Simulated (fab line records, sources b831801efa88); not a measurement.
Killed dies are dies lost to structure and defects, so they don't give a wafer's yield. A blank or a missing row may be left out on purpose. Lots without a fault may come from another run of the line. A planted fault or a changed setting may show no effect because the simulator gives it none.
Chamber matching | flow sky130 | SKY_LI_CONTACT_ETCH_15 on rie_diel-02: 4 sister chambers
The step etches PSG in C4F8/O2/Ar, stops on Si, target depth 600 nm. 16 wafers are shown with their chamber, then 8 later ones without.

WAFERS WITH THEIR CHAMBER
wafer  | chamber | bias_w (W) | oes_product_au (a.u.)
L075.1 | 0       | 1199       | 0.847
L075.4 | 2       | 1200       | 0.839
L075.6 | 0       | 1197       | 0.840
L082.1 | 0       | 1197       | 0.839
L082.3 | 1       | 1204       | 0.839
L082.5 | 1       | 1202       | 0.847
L083.4 | 3       | 1199       | 0.843
L083.5 | 2       | 1196       | 0.839
L083.6 | 3       | 1198       | 0.837
L085.2 | 3       | 1200       | 0.837
L085.3 | 0       | 1200       | 0.838
L085.6 | 0       | 1202       | 0.826
L087.1 | 3       | 1196       | 0.835
L087.2 | 1       | 1199       | 0.838
L087.4 | 0       | 1203       | 0.835
L088.2 | 0       | 1201       | 0.833

SIGNATURES (means of the wafers above)
reading        | chamber 0 | chamber 1 | chamber 2 | chamber 3 | scatter within a chamber
bias_w         | 1199.86   | 1201.67   | 1198.00   | 1198.25   | 2.28
oes_product_au | 0.83686   | 0.84133   | 0.83900   | 0.83800   | 0.00532
Rule: a wafer's distance from a chamber is the root of the sum, over the readings, of the square of ((its reading less the chamber's mean) divided by the reading's scatter). The wafer belongs to the nearest chamber; if the next one is less than 2 further off, it can't be placed. The scatter: the root of (the sum of the squares of (reading less its chamber's mean) over the shown wafers, divided by (wafers less chambers)).

WAFERS WITHOUT THEIR CHAMBER
wafer  | bias_w (W) | oes_product_au (a.u.)
L088.4 | 1205       | 0.842
L088.5 | 1198       | 0.843
L089.3 | 1203       | 0.838
L089.5 | 1195       | 0.833
L089.6 | 1201       | 0.841
L093.1 | 1197       | 0.831
L093.3 | 1198       | 0.839
L093.5 | 1203       | 0.838

WHICH CHAMBER EACH WENT THROUGH
wafer  | from the rows above               | in truth
L088.4 | can't be placed: 1 or 0 or 3 or 2 | 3
L088.5 | can't be placed: 2 or 3 or 0 or 1 | 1
L089.3 | can't be placed: 1 or 0 or 3 or 2 | 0
L089.5 | can't be placed: 3 or 2 or 0 or 1 | 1
L089.6 | can't be placed: 1 or 0 or 3 or 2 | 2
L093.1 | can't be placed: 3 or 2 or 0 or 1 | 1
L093.3 | can't be placed: 2 or 3 or 0 or 1 | 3
L093.5 | can't be placed: 1 or 0 or 3 or 2 | 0
Placed correctly: 0 of 8. Can't be placed from these rows: 8 (the true chamber is among the candidates in 8). Placed wrongly: 0.
